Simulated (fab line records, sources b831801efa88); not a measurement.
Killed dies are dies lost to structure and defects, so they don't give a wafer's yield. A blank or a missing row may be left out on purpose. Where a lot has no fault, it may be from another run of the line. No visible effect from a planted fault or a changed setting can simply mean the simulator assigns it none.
Problem report, 8D (eight disciplines) form, completed by code -- flow gf180mcu -- the parts of the form that need people (team, actions taken, sign-off) are left out

== 1. THE PROBLEM ==
At GF_HV_LDD_IMPLANT_21, dose ions cm2 averages 4.816e+13 over 6 wafers from 2 lots, while fault-free wafers read 4.999e+13, standard deviation 6e+10. Relative to the usual mean, that is a shift of -30 standard deviations.
First seen on wafer L122.1, day 13 15:08, on implanter-04. Wafers with a number at this step in the record: 42, from 14 lots. By rule, "out" or "out of limits" means more than 4 standard deviations away from the usual mean. Any other wafer with a number is counted as sound.

== 2. WHAT THIS IS AND IS NOT ==
question,is,is not
which readings at this step,dose ions cm2,beam energy keV
which lots,"L122, L124","L113, L115, L123, L125, L126, L128, L129, L131, L133, L134, L135, L136"
which wafers of those lots,all that have a number,-
read on which tools,implanter-04,"implanter-02, implanter-03"
when,from day 13 15:08,"up to then (6 sound wafers); but 30 sound wafers of L123, L125, L126, L128, L129, L131, L133, L134, L135, L136 came after"

== 3. THE SUSPECTS, EACH WITH WHAT RULES IT OUT ==
Counting: any tool at a process step up to the reading is kept as a suspect provided that every lot that is out went through it and no sound lot did after the first of them.
- implanter-04 at GF_HV_LDD_IMPLANT_21: ruled out as a lasting fault. Following L122 (day 13 15:08), the first lot on it that is out, the sound lots L133 were run on it.
Left after counting: nothing in the record.

== 4. THE CAUSE (what the simulator had put in) ==
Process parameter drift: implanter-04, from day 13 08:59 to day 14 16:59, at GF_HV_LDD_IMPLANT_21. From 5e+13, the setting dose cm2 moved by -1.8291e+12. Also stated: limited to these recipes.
Counting ruled it out, wrongly.

== 5. THE CHAIN OF EFFECTS, in route order ==
Rows list readings where the struck wafers' mean (over those with a number) sits beyond 3 standard deviations from the usual. Only readings whose record carries a usual standard deviation are examined. hours: median over the lots of the time between each lot's start at the first step of this table that gives one and its start at this step. sigmas: the change, counted in usual standard deviations.
hours,step,reading,usual,on struck wafers,change,sigmas
0,GF_HV_LDD_IMPLANT_21,dose ions cm2,4.999e+13,4.816e+13,-1.827e+12,-30
Its process steps:
- GF_HV_LDD_IMPLANT_21
Later steps that measure or inspect, where all struck wafers having a row at the step show a number for every such reading and not one has moved that far: GF_SALICIDE_THK_MEAS_05, GF_CONTACT_THK_MEAS_01.

== 6. WHAT WOULD HAVE CAUGHT IT SOONER ==
In this record no reading fell out of limits until day 13 15:08, 6 hours after the fault had begun at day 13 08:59.
